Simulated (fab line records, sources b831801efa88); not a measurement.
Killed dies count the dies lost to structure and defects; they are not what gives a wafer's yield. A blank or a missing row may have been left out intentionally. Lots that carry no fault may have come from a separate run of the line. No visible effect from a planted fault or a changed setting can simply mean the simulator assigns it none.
A lot that was struck, set against a sound lot | flow sky130 | 16 steps out of a route of 708
Sound: the wafers L906.1, L906.2, L906.6. Struck: wafer L913.5. (L913.4, L913.6 of the same lot were not struck and are left out.) The cause comes at the end.
Per side, at each step with rows, come the tool, then ch with its chambers, and then its first start. Under that, the readings that differ: sound wafers | struck wafers | difference of the means | sigmas: that difference in standard deviations of wafers without a fault.
alike: words and numbers the same on both sides, and readings whose means are apart by under 2 such deviations; not compared: readings that were withheld, readings missing a value for some wafer, numbers with overlapping values and no deviation given by the record, and bounds like >300 which may hide the same value.
Wherever a step has rows on one side only, a row that says differs or no value, or a row with sigmas, the two part there. Non-overlapping numbers with no deviation appear without sigmas and do not part them. A reading missing from all wafers of one side parts the sides only when that side holds two or more wafers.

first, 2 steps without rows for these wafers: SKY_METAL3_PEB_11; SKY_METAL3_DEVELOP_12 (develop time 60 s).
SKY_METAL3_CD_MEAS_13: target cd 300 nm.
  struck on cd-sem-01, day 42 07:19; sound on cd-sem-02, day 40 08:31
  reading    | sound             | struck | difference | sigmas
  cd-nm (nm) | 299.6 300.5 300.4 | 303.5  | +3.3       | +2
SKY_METAL3_OVL_MEAS_14:
  struck on overlay-01, day 42 07:23; sound on overlay-02, day 40 08:38
  alike: METAL3_OVL
SKY_METAL3_DESCUM_15: chemistry O2, time 8 s.
  sound on rie-metal-02 ch 0, day 40 08:41; struck on rie-metal-02 ch 0, day 42 07:25
  alike: drypump-motor-current-A, oes-product-au
  not compared: rf-hours-counter-h
SKY_METAL3_ETCH_16: etches BARC in N2/H2, stops on SiO2, time 88.2 s, target depth 60 nm.
  sound on rie-metal-02 ch 0, day 40 08:44; struck on rie-metal-02 ch 0, day 42 07:28
  alike: drypump-motor-current-A, n2-flow-sccm, oes-product-au, throttle-valve-pct
  not compared: rf-hours-counter-h
SKY_METAL3_ETCH_17: etches SiO2 in C4F8/O2/Ar, stops on TiN, time 3.9 s, target depth 15 nm.
  sound on rie-diel-02 ch 1,2,3, day 40 08:56; struck on rie-diel-02 ch 2, day 42 07:32
  alike: oes-product-au
SKY_METAL3_METAL_ETCH_18: etches the open film in Cl2/BCl3, stops on SiO2, target depth 845 nm, time 183.1 s.
  sound on rie-metal-01 ch 0,1, day 40 08:58; struck on rie-metal-04 ch 1, day 42 07:37
  reading                | sound                | struck | difference | sigmas
  throttle-valve-pct (%) | 22.262 22.273 22.270 | 22.240 | -0.028     | -3
  alike: drypump-motor-current-A, oes-product-au
  not compared: rf-hours-counter-h
then, 4 steps without rows for these wafers: SKY_METAL3_STRIP_19 (strips in O2/N2); SKY_METAL3_STRIP_20 (strips in post etch residue remover, time 1200 s); SKY_METAL3_CLEAN_21 (cleans in IPA, time 180 s); SKY_METAL3_CLEAN_22 (cleans in O3/DIW).
SKY_VIA3_HDPCVD_00: deposits SiO2, target thk 1635 nm, time 272.5 s.
  sound on hdpcvd-01 ch 0,1,2, day 40 09:44; struck on hdpcvd-01 ch 0, day 42 08:25
  reading                                  | sound             | struck | difference | sigmas
  run-length-s (s)                         | 300.1 301.4 300.9 | 227.6  | -73.2      | -99 or more
  model.SiO2_of_VIA3_HDPCVD_00.thk-nm (nm) | 1610 1636 1627    | 1216   | -408       |
SKY_VIA3_THK_MEAS_01:
  struck on film-metro-01, day 42 08:31; sound on film-metro-02, day 40 09:53
  reading              | sound          | struck | difference | sigmas
  VIA3_HDPCVD_THK (nm) | 1609 1636 1627 | 1216   | -408       | -24
SKY_VIA3_CMP_02: polishes SiO2.
  sound on cmp-01 ch 1,3, day 40 09:57; struck on cmp-01 ch 1, day 42 08:33
  alike: motor-current-A
-- the record jumps here: 6 days lie between the struck wafers' starts before and after (it left off in module VIA3 and takes up again in module PAD_OPEN, whose first step shown is number 708 of the route) --
SKY_PAD_OPEN_PROBE_99:
  struck on prober-01, day 48 20:11; sound on prober-02, day 47 08:53
  reading                               | sound               | struck    | difference | sigmas
  killed_at_M0_to_M3                    | 66 45 50            | 33        | -21        | -3
  killed_at_M4_up                       | 3 4 2               | 8         | +5         | +3
  killed-open                           | 63 57 57            | 44        | -15        | -2
  model.etest.tester.sort_bin_3_pct (%) | 0.6098 0.6098 0.813 | 4.065     | +3.387     |
  model.etest.met4-comb.leak-log10-a-um | -12.1 -11.98 -12.13 | -10.5     | +1.6       |
  model.etest.tester.sort_bin_8_pct (%) | 0 0 0               | 7.786e-10 | +7.786e-10 |
  model.etest.tester.sort_bin_4_pct (%) | 0 0 0               | 4.653e-13 | +4.653e-13 |
  alike: defect-limited-yield, killed-at-contacts, killed-at-front-end, killed-at-other, killed-dies, killed-short

## WHERE THEY PART
At SKY_METAL3_CD_MEAS_13 first; at SKY_PAD_OPEN_PROBE_99 last (within this record only).

WHY: what had been put in by the simulator
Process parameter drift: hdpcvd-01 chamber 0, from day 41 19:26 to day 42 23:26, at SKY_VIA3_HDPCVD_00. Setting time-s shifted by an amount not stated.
